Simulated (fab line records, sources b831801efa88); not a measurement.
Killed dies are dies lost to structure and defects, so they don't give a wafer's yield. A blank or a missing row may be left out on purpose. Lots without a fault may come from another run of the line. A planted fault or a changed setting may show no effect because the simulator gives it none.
fab line records | flow sky130
record lots=12 wafers=36 last_day=50
route steps=708 shown METAL1@455 METAL5@662 PASSIVATION@692 PAD_OPEN@708
lots that met no fault: from a run of the same line without faults
start_h: hours from the record's first day to the start of the lot's first wafer shown | wait_h: hours since the lot's step before | " the same as in the row above | L1.1+2: a row that stands for several wafers | - no value, or no start given | * or withheld: withheld | < > ~ a bound
route shown NAME@n: a module of which the file shows steps, and the number in the route of the first | usual: mean/standard deviation of fault-free wafers | same: alike in all rows | chamber/n: place in a boat | sites: the reading at each site | _std_site: their standard deviation | _edge_site: outer sites' mean less inner sites' | radius_mm: how far each site lies from the wafer's centre | mask NAME#n: copy n | behind: the tool/chamber that last shaped the wafer | hold: why the lot was held/for how many hours/how that ended | device: the transistor (n, p or np) that didn't switch | end of line: the same wafers' tests at the end of the route | a step without rows: its recipe alone | killed: dies lost to structure and defects at the first sort, not the wafer's yield | map: a wafer's dies, x killed, . not, _ none there
set.NAME: the setting as run; set.NAME@STEP: as run at that earlier step | model.NAME: the simulator's own value behind a step, which no gauge read
steps of the route over a sample of lots; a table a step, a row a wafer
services: from which hour (start_h, from the record's first day; less than 0 if before it) a tool's chamber was out of use, for how many hours, and why
## steps
# step SKY_METAL1_STRIP_21
# recipe chemistry=post_etch_residue_remover time_s=1200 temp_c=72.5
# columns lot.wafer tool chamber start_h wait_h
L968.1+2+6 wet_bench-04 2 774.88 0.1
L969.1+3+4 wet_bench-04 3 784.28 0.1
L971.4+5+6 wet_bench-03 2 802.51 0.0
L973.2+5+6 wet_bench-02 3 816.61 0.1
L975.1+2+5 wet_bench-03 0 850.11 0.1
L976.1+2+5 wet_bench-03 3 851.91 0.1
L977.1+4+6 wet_bench-04 2 852.26 0.1
L983.2+4+6 wet_bench-04 3 892.24 0.1
L985.1+5+6 wet_bench-04 3 905.76 0.1
L986.4+5+6 wet_bench-02 3 913.81 0.0
L987.3+4+6 wet_bench-03 1 917.46 0.0
L989.2+4+6 wet_bench-04 0 935.47 0.1
# step SKY_METAL5_SPUTTER_01
# recipe material=TiN target_thk_nm=20 power_w=6500 time_s=16.28 chamber_pressure_pa=0.4
# usual chamber_pressure_pa=0.4001/0.00084 throttle_valve_pct=29.9/0.67
# columns lot.wafer tool chamber start_h wait_h chamber_pressure_pa throttle_valve_pct
L968.1 pvd_sputter-03 - 1020.20 0.0 0.4009 30.5
L968.2 " - " " 0.3998 30.0
L968.6 " - " " 0.3992 29.3
L969.1 pvd_sputter-02 - 1025.84 0.0 0.3993 29.8
L969.3 " - " " 0.3986 30.5
L969.4 " - " " 0.4007 29.9
L971.4 pvd_sputter-03 - 1042.79 0.0 0.3998 30.9
L971.5 " - " " 0.3996 29.5
L971.6 " - " " 0.3997 30.6
L973.2 pvd_sputter-02 - 1054.06 0.0 0.4002 30.1
L973.5 " - " " 0.4000 29.2
L973.6 " - " " 0.3997 30.2
L975.1 pvd_sputter-03 - 1078.88 0.0 0.3998 30.6
L975.2 " - " " 0.4004 29.5
L975.5 " - " " 0.4017 30.6
L976.1 pvd_sputter-03 - 1079.98 0.0 0.3987 30.4
L976.2 " - " " 0.4009 29.3
L976.5 " - " " 0.3999 30.5
L977.1 pvd_sputter-04 - 1081.55 0.0 0.3992 29.5
L977.4 " - " " 0.4011 28.7
L977.6 " - " " 0.3992 29.4
L983.2 pvd_sputter-03 - 1116.40 0.0 0.4015 29.5
L983.4 " - " " 0.4008 30.4
L983.6 " - " " 0.3990 30.2
L985.1 pvd_sputter-03 - 1123.50 0.0 0.4022 30.3
L985.5 " - " " 0.3997 30.0
L985.6 " - " " 0.3990 30.8
L986.4 pvd_sputter-04 - 1132.68 0.0 0.3999 28.9
L986.5 " - " " 0.4004 29.4
L986.6 " - " " 0.4004 28.5
L987.3 pvd_sputter-04 - 1137.10 0.0 0.4001 29.4
L987.4 " - " " 0.3989 28.5
L987.6 " - " " 0.3994 29.1
L989.2 pvd_sputter-02 - 1146.28 0.0 0.3995 30.1
L989.4 " - " " 0.3998 30.2
L989.6 " - " " 0.4016 29.1
# step SKY_METAL5_SPUTTER_03
# recipe material=Ti target_thk_nm=5 power_w=3000 time_s=3.3 chamber_pressure_pa=0.4
# usual chamber_pressure_pa=0.4001/0.00074 throttle_valve_pct=29.9/0.64
# columns lot.wafer tool chamber start_h wait_h chamber_pressure_pa throttle_valve_pct
L968.1 pvd_sputter-03 - 1020.28 0.0 0.3993 30.5
L968.2 " - " " 0.4001 29.8
L968.6 " - " " 0.3995 29.3
L969.1 pvd_sputter-02 - 1025.92 0.0 0.3994 29.8
L969.3 " - " " 0.3983 30.5
L969.4 " - " " 0.3995 30.1
L971.4 pvd_sputter-03 - 1042.87 0.0 0.4000 30.5
L971.5 " - " " 0.4009 29.6
L971.6 " - " " 0.3999 30.3
L973.2 pvd_sputter-02 - 1054.13 0.0 0.3994 30.0
L973.5 " - " " 0.3999 29.2
L973.6 " - " " 0.4007 30.2
L975.1 pvd_sputter-03 - 1078.96 0.0 0.3990 30.6
L975.2 " - " " 0.3996 29.3
L975.5 " - " " 0.3993 30.8
L976.1 pvd_sputter-03 - 1080.06 0.0 0.4007 30.4
L976.2 " - " " 0.3999 29.1
L976.5 " - " " 0.3997 30.0
L977.1 pvd_sputter-04 - 1081.63 0.0 0.3997 29.4
L977.4 " - " " 0.4000 28.7
L977.6 " - " " 0.4003 29.6
L983.2 pvd_sputter-03 - 1116.48 0.0 0.3994 29.5
L983.4 " - " " 0.4003 30.6
L983.6 " - " " 0.4007 30.0
L985.1 pvd_sputter-03 - 1123.57 0.0 0.4009 30.7
L985.5 " - " " 0.3997 30.0
L985.6 " - " " 0.4005 30.9
L986.4 pvd_sputter-04 - 1132.76 0.0 0.3999 29.0
L986.5 " - " " 0.4002 29.4
L986.6 " - " " 0.4001 28.5
L987.3 pvd_sputter-04 - 1137.18 0.0 0.3998 29.5
L987.4 " - " " 0.3999 28.4
L987.6 " - " " 0.3998 29.0
L989.2 pvd_sputter-02 - 1146.36 0.0 0.4001 29.8
L989.4 " - " " 0.4006 30.0
L989.6 " - " " 0.4005 29.4
# step SKY_PASSIVATION_ETCH_11
# recipe chemistry=CF4/O2 target_depth_nm=725 stop_on=AlCu source_w=800 bias_w=150 pressure_mtorr=150 cf4_flow_sccm=80 O2_flow_sccm=10 time_s=161.1
# usual cf4_flow_sccm=79.98/0.22 drypump_motor_current_A=5.8/0.38 oes_product_au=0.977/0.0082 throttle_valve_pct=5.963/0.0095
# columns lot.wafer tool chamber start_h wait_h cf4_flow_sccm drypump_motor_current_A oes_product_au rf_hours_counter_h throttle_valve_pct
L968.1 rie_diel-03 0 1065.89 - 80.15 5.8 0.977 19 5.941
L968.2 " 1 " " 79.87 6.1 0.965 16 5.949
L968.6 " 1 " " 79.62 6.1 0.982 - 5.960
L969.1 rie_diel-02 2 1071.18 - 79.93 5.1 0.972 18 5.956
L969.3 " 3 " " 80.24 5.5 0.968 6 5.960
L969.4 " 0 " " 80.21 5.9 0.995 9 5.949
L971.4 rie_diel-04 1 1088.64 - 80.09 6.0 0.978 - 5.961
L971.5 " 2 " " 80.23 5.8 0.980 - 5.967
L971.6 " 3 " " 79.76 6.0 0.976 - 5.956
L973.2 rie_diel-04 3 1098.43 - 80.00 6.0 0.987 20 5.955
L973.5 " 3 " " 80.08 6.0 0.986 - 5.963
L973.6 " 2 " " 79.66 5.8 0.990 - 5.961
L975.1 rie_diel-04 2 1120.48 - 79.77 5.8 0.972 9 5.953
L975.2 " 3 " " 80.29 6.0 0.981 21 5.962
L975.5 " 0 " " 80.25 6.1 0.978 - 5.970
L976.1 rie_diel-04 0 1121.19 - 80.08 6.1 0.982 10 5.957
L976.2 " 1 " " 80.61 6.0 0.970 2 5.965
L976.5 " 3 " " 79.92 6.0 0.987 - 5.961
L977.1 rie_diel-02 2 1123.29 - 79.98 5.1 0.968 20 5.954
L977.4 " 1 " " 79.78 5.5 0.970 23 5.962
L977.6 " 3 " " 79.81 5.5 0.971 - 5.963
L983.2 rie_diel-03 1 1156.24 - 80.13 6.1 0.977 19 5.954
L983.4 " 3 " " 79.99 6.6 0.983 13 5.980
L983.6 " 0 " " 80.23 5.8 0.984 - 5.967
L985.1 rie_diel-04 1 1162.13 - 79.93 6.0 0.974 3 5.947
L985.5 " 3 " " 79.88 6.0 0.981 - 5.953
L985.6 " 2 " " 80.53 5.8 0.990 - 5.980
L986.4 rie_diel-02 0 1170.64 - 80.14 5.9 0.981 14 5.965
L986.5 " 2 " " 80.12 5.0 0.970 - 5.952
L986.6 " 3 " " 80.09 5.5 0.975 - 5.952
L987.3 rie_diel-03 2 1175.29 - 79.80 5.5 0.962 17 5.974
L987.4 " 0 " " 79.67 5.8 0.975 23 5.967
L987.6 " 2 " " 79.85 5.4 0.975 - 5.962
L989.2 rie_diel-04 0 1182.48 - 79.88 6.1 0.972 12 5.970
L989.4 " 1 " " 79.94 6.0 0.991 4 5.955
L989.6 " 2 " " 79.94 5.8 0.975 - 5.975
# step SKY_PAD_OPEN_PROBE_99
# usual defect_limited_yield=82.3/2.1 killed_at_M0_to_M3=44/7.3 killed_at_M4_up=3.3/1.8 killed_at_contacts=24/5.3 killed_at_front_end=16/5 killed_at_other=0.2/0.51 killed_dies=87/10 killed_open=47/7.5 killed_short=40/6.3 sort_bin_3_pad_short=0.9/0.41 sort_bin_5_function=10.5/1.6 sort_bin_6_memory=6.3/1.2 sort_n_pass=405/10 sort_yield_pct=82.3/2.1
# same gross_dies=492 killed_at_back_side=0 sort_bin_4_leakage[%]=0 sort_bin_8_speed[%]=0
# columns lot.wafer tool chamber start_h wait_h defect_limited_yield[%] killed_at_M0_to_M3 killed_at_M4_up killed_at_contacts killed_at_front_end killed_at_other killed_dies killed_open killed_short sort_bin_3_pad_short[%] sort_bin_5_function[%] sort_bin_6_memory[%] sort_n_pass sort_yield_pct[%]
L968.1 prober-01 - 1089.84 0.1 82.3 49 3 17 18 0 87 51 36 0.8 11.0 5.9 405 82.3
L968.2 prober-01 - 1089.89 0.1 83.9 37 4 27 11 0 79 44 35 0.8 9.6 5.7 413 83.9
L968.6 prober-01 - 1090.09 0.2 81.3 42 6 22 21 1 92 51 41 0.4 13.0 5.3 400 81.3
L969.1 prober-02 - 1094.25 0.1 81.9 50 2 25 12 0 89 51 38 0.6 13.2 4.3 403 81.9
L969.3 prober-02 - 1094.35 0.2 81.5 42 1 36 12 0 91 47 44 0.8 11.8 5.9 401 81.5
L969.4 prober-02 - 1094.40 0.2 79.9 59 2 21 17 0 99 62 37 1.0 12.8 6.3 393 79.9
L971.4 prober-02 - 1112.30 0.2 84.8 36 7 15 17 0 75 48 27 0.6 7.3 7.3 417 84.8
L971.5 prober-02 - 1112.35 0.2 80.5 53 4 23 15 1 96 52 44 0.6 12.4 6.5 396 80.5
L971.6 prober-02 - 1112.40 0.2 85.0 33 4 20 17 0 74 41 33 0.8 8.9 5.3 418 85.0
L973.2 prober-01 - 1121.34 0.1 82.7 41 4 28 11 1 85 47 38 0.6 12.0 4.7 407 82.7
L973.5 prober-01 - 1121.49 0.2 83.7 39 3 21 17 0 80 43 37 0.6 10.6 5.1 412 83.7
L973.6 prober-01 - 1121.54 0.2 84.6 33 3 22 18 0 76 44 32 0.8 9.8 4.9 416 84.6
L975.1 prober-02 - 1142.20 0.1 76.8 70 1 28 15 0 114 44 41 1.4 16.1 5.7 378 76.8
L975.2 prober-02 - 1142.25 0.1 75.0 84 3 24 12 0 123 42 51 1.8 15.9 7.3 369 75.0
L975.5 prober-02 - 1142.40 0.2 79.7 71 0 18 11 0 100 39 31 1.6 13.6 5.1 392 79.7
L976.1 prober-01 - 1142.81 0.1 73.6 91 4 19 16 0 130 41 44 2.0 17.5 6.9 362 73.6
L976.2 prober-01 - 1142.86 0.1 72.4 97 3 21 15 0 136 48 46 2.4 17.1 8.1 356 72.4
L976.5 prober-01 - 1143.01 0.2 78.7 71 2 20 12 0 105 34 33 1.8 14.2 5.3 387 78.7
L977.1 prober-02 - 1144.50 0.1 83.7 40 5 14 21 0 80 37 43 2.0 8.5 5.7 412 83.7
L977.4 prober-02 - 1144.65 0.2 82.1 49 4 22 13 0 88 49 39 0.4 11.4 6.1 404 82.1
L977.6 prober-02 - 1144.75 0.2 83.5 39 3 20 19 0 81 40 41 0.4 9.1 6.9 411 83.5
L983.2 prober-02 - 1176.30 0.1 83.5 40 3 25 13 0 81 38 43 0.6 8.7 7.1 411 83.5
L983.4 prober-02 - 1176.40 0.2 86.2 30 5 20 13 0 68 39 29 1.4 6.1 6.3 424 86.2
L983.6 prober-02 - 1176.50 0.2 78.0 53 4 37 14 0 108 58 50 1.2 12.6 8.1 384 78.0
L985.1 prober-02 - 1182.26 0.1 81.9 44 3 23 19 0 89 52 35 0.4 12.4 5.3 403 81.9
L985.5 prober-02 - 1182.46 0.2 82.3 45 5 22 15 0 87 56 31 0.6 11.4 5.7 405 82.3
L985.6 prober-02 - 1182.51 0.2 84.3 42 1 25 9 0 77 45 32 1.6 8.1 5.9 415 84.3
L986.4 prober-01 - 1189.93 0.2 85.0 37 0 24 12 1 74 44 30 1.4 7.9 5.7 418 85.0
L986.5 prober-01 - 1189.98 0.2 82.9 39 2 26 16 1 84 44 40 0.6 10.8 5.7 408 82.9
L986.6 prober-01 - 1190.03 0.2 78.9 52 4 30 18 0 104 59 45 0.8 13.4 6.9 388 78.9
L987.3 prober-02 - 1194.71 0.2 85.0 39 1 24 9 1 74 51 23 0.6 9.3 5.1 418 85.0
L987.4 prober-02 - 1194.76 0.2 80.1 43 3 23 29 0 98 50 48 1.4 11.0 7.5 394 80.1
L987.6 prober-02 - 1194.86 0.2 83.5 48 1 17 15 0 81 48 33 0 8.5 7.9 411 83.5
L989.2 prober-02 - 1200.61 0.1 79.3 45 2 30 24 1 102 51 51 0.8 14.2 5.7 390 79.3
L989.4 prober-02 - 1200.71 0.2 80.5 45 2 30 19 0 96 61 35 0.8 11.4 7.3 396 80.5
L989.6 prober-02 - 1200.81 0.2 77.4 61 3 21 26 0 111 62 49 1.0 13.8 7.7 381 77.4
# killed by level:class
L968.1 VIA1:geometric_particle:short=9 VIA1:geometric_particle:open=9 VIA3:geometric_particle:open=9 LI_CONTACT:geometric_particle:open=7 VIA2:geometric_particle:open=6 POLY_GATE:geometric_particle:open=5 CONTACT:geometric_particle:open=5 VIA3:geometric_particle:short=5
L968.2 CONTACT:geometric_particle:open=10 VIA3:geometric_particle:open=7 LI_CONTACT:geometric_particle:open=6 CONTACT:geometric_particle:short=6 VIA1:geometric_particle:open=6 VIA1:geometric_particle:short=5 VIA2:geometric_particle:open=5 FIELD_ISO:geometric_particle:open=4
L968.6 CONTACT:geometric_particle:open=10 VIA3:geometric_particle:open=8 VIA1:geometric_particle:open=7 FIELD_ISO:geometric_particle:short=6 VIA2:geometric_particle:open=6 POLY_GATE:geometric_particle:open=5 METAL1:geometric_particle:short=5 LI_CONTACT:geometric_particle:open=4
L969.1 VIA1:geometric_particle:open=11 CONTACT:geometric_particle:open=7 VIA3:geometric_particle:open=7 VIA2:geometric_particle:open=7 LI_CONTACT:geometric_particle:open=6 METAL1:geometric_particle:short=6 LI_CONTACT:geometric_particle:short=5 POLY_GATE:geometric_particle:open=5
L969.3 CONTACT:geometric_particle:open=16 VIA1:geometric_particle:open=11 LI_CONTACT:geometric_particle:open=6 LOCAL_INTERCONNECT:geometric_particle:short=5 CONTACT:geometric_particle:short=5 METAL3:geometric_particle:short=5 VIA3:geometric_particle:open=5 METAL1:geometric_particle:short=4
L969.4 CONTACT:geometric_particle:open=13 VIA3:geometric_particle:open=12 VIA1:geometric_particle:open=10 METAL1:geometric_particle:short=9 VIA2:geometric_particle:open=6 FIELD_ISO:geometric_particle:short=5 FIELD_ISO:geometric_particle:open=5 LI_CONTACT:geometric_particle:open=5
L971.4 FIELD_ISO:geometric_particle:open=7 CONTACT:geometric_particle:open=7 VIA1:geometric_particle:open=7 VIA2:geometric_particle:open=7 VIA3:geometric_particle:open=7 METAL1:geometric_particle:short=5 METAL4:geometric_particle:short=4 METAL4:geometric_particle:open=3
L971.5 VIA1:geometric_particle:open=15 METAL2:geometric_particle:short=9 LI_CONTACT:geometric_particle:open=6 VIA1:geometric_particle:short=6 METAL1:geometric_particle:short=5 FIELD_ISO:geometric_particle:open=4 LI_CONTACT:geometric_particle:short=4 LOCAL_INTERCONNECT:geometric_particle:short=4
L971.6 VIA1:geometric_particle:open=10 CONTACT:geometric_particle:open=8 METAL1:geometric_particle:short=5 VIA2:geometric_particle:open=5 FIELD_ISO:geometric_particle:open=4 POLY_GATE:geometric_particle:short=4 VIA1:geometric_particle:short=4 METAL4:geometric_particle:short=4
L973.2 CONTACT:geometric_particle:open=10 VIA2:geometric_particle:open=9 LOCAL_INTERCONNECT:geometric_particle:short=7 VIA3:geometric_particle:open=7 FIELD_ISO:geometric_particle:short=5 VIA1:geometric_particle:open=5 METAL1:geometric_particle:short=4 LI_CONTACT:geometric_particle:short=4
L973.5 VIA1:geometric_particle:open=9 CONTACT:geometric_particle:open=7 VIA3:geometric_particle:open=7 FIELD_ISO:geometric_particle:short=5 VIA2:geometric_particle:open=5 FIELD_ISO:geometric_particle:open=4 LI_CONTACT:geometric_particle:open=4 LOCAL_INTERCONNECT:geometric_particle:short=4
L973.6 CONTACT:geometric_particle:open=9 VIA1:geometric_particle:open=6 FIELD_ISO:geometric_particle:open=5 VIA3:geometric_particle:open=5 LI_CONTACT:geometric_particle:open=4 LOCAL_INTERCONNECT:geometric_particle:short=4 CONTACT:geometric_particle:short=4 METAL2:geometric_particle:short=4
L975.1 METAL1:unspecified=29 CONTACT:geometric_particle:open=10 VIA1:geometric_particle:open=9 LI_CONTACT:geometric_particle:open=7 METAL2:geometric_particle:short=7 VIA1:geometric_particle:short=7 CONTACT:geometric_particle:short=6 FIELD_ISO:geometric_particle:short=5
L975.2 METAL1:unspecified=30 VIA1:geometric_particle:open=13 CONTACT:geometric_particle:open=8 VIA1:geometric_particle:short=8 METAL2:geometric_particle:short=8 METAL1:geometric_particle:short=6 VIA3:geometric_particle:open=6 FIELD_ISO:geometric_particle:short=4
L975.5 METAL1:unspecified=30 VIA1:geometric_particle:open=8 VIA2:geometric_particle:open=8 CONTACT:geometric_particle:open=7 VIA3:geometric_particle:open=7 CONTACT:geometric_particle:short=6 POLY_GATE:geometric_particle:short=4 METAL2:geometric_particle:short=4
L976.1 METAL1:unspecified=45 METAL2:geometric_particle:short=12 VIA1:geometric_particle:open=7 FIELD_ISO:geometric_particle:open=6 METAL1:geometric_particle:short=6 CONTACT:geometric_particle:open=6 VIA1:geometric_particle:short=6 VIA2:geometric_particle:open=6
L976.2 METAL1:unspecified=42 CONTACT:geometric_particle:open=9 VIA1:geometric_particle:open=9 VIA2:geometric_particle:open=9 METAL2:geometric_particle:short=8 METAL1:geometric_particle:short=7 FIELD_ISO:geometric_particle:short=6 VIA1:geometric_particle:short=6
L976.5 METAL1:unspecified=38 CONTACT:geometric_particle:open=8 VIA1:geometric_particle:open=7 VIA2:geometric_particle:open=6 CONTACT:geometric_particle:short=5 METAL2:geometric_particle:short=5 POLY_GATE:geometric_particle:short=3 SPACER:geometric_particle:short=3
L977.1 VIA1:geometric_particle:open=8 POLY_GATE:geometric_particle:short=5 CONTACT:geometric_particle:open=5 METAL1:geometric_particle:short=5 METAL2:geometric_particle:short=5 VIA2:geometric_particle:short=5 METAL3:geometric_particle:short=5 FIELD_ISO:geometric_particle:open=4
L977.4 VIA1:geometric_particle:open=9 VIA3:geometric_particle:open=9 METAL2:geometric_particle:short=8 VIA2:geometric_particle:open=8 LI_CONTACT:geometric_particle:open=7 POLY_GATE:geometric_particle:open=5 LOCAL_INTERCONNECT:geometric_particle:short=5 FIELD_ISO:geometric_particle:open=4
L977.6 VIA1:geometric_particle:open=10 METAL2:geometric_particle:short=10 LI_CONTACT:geometric_particle:open=8 FIELD_ISO:geometric_particle:short=5 FIELD_ISO:geometric_particle:open=4 POLY_GATE:geometric_particle:open=4 POLY_GATE:geometric_particle:short=3 VIA1:geometric_particle:short=3
L983.2 POLY_GATE:geometric_particle:short=8 VIA3:geometric_particle:short=8 CONTACT:geometric_particle:open=7 VIA2:geometric_particle:open=6 LOCAL_INTERCONNECT:geometric_particle:short=5 LI_CONTACT:geometric_particle:open=5 METAL2:geometric_particle:short=5 VIA3:geometric_particle:open=5
L983.4 CONTACT:geometric_particle:open=9 VIA1:geometric_particle:open=7 VIA3:geometric_particle:open=5 POLY_GATE:geometric_particle:short=4 LI_CONTACT:geometric_particle:open=4 LOCAL_INTERCONNECT:geometric_particle:short=4 METAL1:geometric_particle:short=4 POLY_GATE:geometric_particle:open=3
L983.6 VIA1:geometric_particle:open=12 LI_CONTACT:geometric_particle:open=11 CONTACT:geometric_particle:open=10 CONTACT:geometric_particle:short=9 METAL2:geometric_particle:short=8 VIA3:geometric_particle:open=8 METAL1:geometric_particle:short=6 VIA2:geometric_particle:open=6
L985.1 VIA1:geometric_particle:open=12 FIELD_ISO:geometric_particle:open=9 CONTACT:geometric_particle:open=8 LI_CONTACT:geometric_particle:open=7 VIA3:geometric_particle:open=7 VIA2:geometric_particle:open=6 VIA1:geometric_particle:short=5 METAL1:geometric_particle:short=5
L985.5 VIA1:geometric_particle:open=12 METAL1:geometric_particle:short=7 VIA2:geometric_particle:open=7 LOCAL_INTERCONNECT:geometric_particle:short=6 CONTACT:geometric_particle:open=6 VIA3:geometric_particle:open=6 FIELD_ISO:geometric_particle:open=5 POLY_GATE:geometric_particle:open=5
L985.6 VIA1:geometric_particle:open=13 CONTACT:geometric_particle:open=8 VIA3:geometric_particle:open=7 LI_CONTACT:geometric_particle:open=6 METAL1:geometric_particle:short=6 CONTACT:geometric_particle:short=5 VIA2:geometric_particle:open=5 LOCAL_INTERCONNECT:geometric_particle:short=4
L986.4 VIA1:geometric_particle:open=11 CONTACT:geometric_particle:open=10 LI_CONTACT:geometric_particle:open=8 VIA3:geometric_particle:open=6 VIA1:geometric_particle:short=5 POLY_GATE:geometric_particle:short=4 SPACER:geometric_particle:short=4 CONTACT:geometric_particle:short=4
L986.5 VIA1:geometric_particle:open=8 LI_CONTACT:geometric_particle:open=7 CONTACT:geometric_particle:open=7 METAL1:geometric_particle:short=6 METAL2:geometric_particle:short=6 VIA2:geometric_particle:open=6 POLY_GATE:geometric_particle:open=5 VIA3:geometric_particle:open=5
L986.6 VIA1:geometric_particle:open=17 LI_CONTACT:geometric_particle:open=9 VIA3:geometric_particle:open=8 CONTACT:geometric_particle:open=8 CONTACT:geometric_particle:short=7 METAL1:geometric_particle:short=7 POLY_GATE:geometric_particle:open=6 METAL2:geometric_particle:short=5
L987.3 CONTACT:geometric_particle:open=12 VIA2:geometric_particle:open=11 VIA3:geometric_particle:open=9 VIA1:geometric_particle:open=7 LI_CONTACT:geometric_particle:open=6 FIELD_ISO:geometric_particle:short=4 METAL1:geometric_particle:short=4 LOCAL_INTERCONNECT:geometric_particle:short=3
L987.4 VIA1:geometric_particle:open=12 FIELD_ISO:geometric_particle:open=9 FIELD_ISO:geometric_particle:short=7 CONTACT:geometric_particle:open=7 CONTACT:geometric_particle:short=5 METAL1:geometric_particle:short=5 VIA3:geometric_particle:open=5 LOCAL_INTERCONNECT:geometric_particle:short=4
L987.6 VIA1:geometric_particle:open=15 LI_CONTACT:geometric_particle:open=7 VIA1:geometric_particle:short=6 METAL2:geometric_particle:short=5 FIELD_ISO:geometric_particle:short=4 FIELD_ISO:geometric_particle:open=4 CONTACT:geometric_particle:short=4 CONTACT:geometric_particle:open=4
L989.2 LI_CONTACT:geometric_particle:open=11 VIA1:geometric_particle:short=11 VIA1:geometric_particle:open=11 FIELD_ISO:geometric_particle:short=9 CONTACT:geometric_particle:open=9 VIA3:geometric_particle:open=7 METAL1:geometric_particle:short=6 FIELD_ISO:geometric_particle:open=5
L989.4 VIA1:geometric_particle:open=16 CONTACT:geometric_particle:open=13 METAL2:geometric_particle:short=6 VIA2:geometric_particle:open=6 POLY_GATE:geometric_particle:open=5 CONTACT:geometric_particle:short=5 FIELD_ISO:geometric_particle:open=4 POLY_GATE:geometric_particle:short=4
L989.6 VIA2:geometric_particle:open=10 VIA1:geometric_particle:open=10 VIA3:geometric_particle:open=9 FIELD_ISO:geometric_particle:open=8 LI_CONTACT:geometric_particle:open=8 CONTACT:geometric_particle:open=8 METAL3:geometric_particle:short=7 METAL1:geometric_particle:short=6
## services
# columns tool chamber start_h hours kind
pvd_sputter-02 - 767.07 1.0 repair
wet_bench-03 - 774.95 1.4 repair
pvd_sputter-02 - 794.50 20.5 repair
rie_diel-04 0 828.41 6.8 repair
pvd_sputter-02 - 831.49 20.7 repair
rie_diel-03 1 840.54 5.0 repair
rie_diel-04 - 842.36 15.6 pm
rie_diel-04 2 877.99 6.4 repair
pvd_sputter-02 - 885.51 20.8 repair
pvd_sputter-03 - 907.85 36.5 repair
rie_diel-03 3 936.06 7.0 repair
rie_diel-03 1 940.08 5.1 repair
rie_diel-03 0 955.09 2.4 repair
rie_diel-03 - 959.11 0.3 repair
rie_diel-02 - 962.46 2.8 pm
rie_diel-04 1 973.20 5.4 repair
rie_diel-02 2 992.94 3.8 repair
wet_bench-03 - 1041.71 1.1 repair
rie_diel-03 1 1054.17 3.0 repair
rie_diel-04 2 1073.35 2.0 repair
rie_diel-04 0 1082.30 11.0 repair
pvd_sputter-02 - 1098.26 3.7 repair
rie_diel-02 2 1145.82 10.2 repair
pvd_sputter-02 - 1153.97 1.4 repair
## key
first_sign step=SKY_PAD_OPEN_PROBE_99 reading=killed_at_M0_to_M3 direction=up sigmas=5 usual=44 struck=81
effect step=SKY_PAD_OPEN_PROBE_99 reading=sort_bin_5_function direction=up sigmas=3.2 usual=10.5 struck=15.7
met_at SKY_METAL1_STRIP_21
struck_lots L975,L976
not_acting_at SKY_METAL5_SPUTTER_01,SKY_METAL5_SPUTTER_03,SKY_PASSIVATION_ETCH_11
onset_between 802.51 850.11
fault kind=chamber_particle_source tool=wet_bench-03 chamber=- onset_h=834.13 steps=SKY_METAL1_STRIP_21 rate_per_visit_cm2=0.43792 end_h=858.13
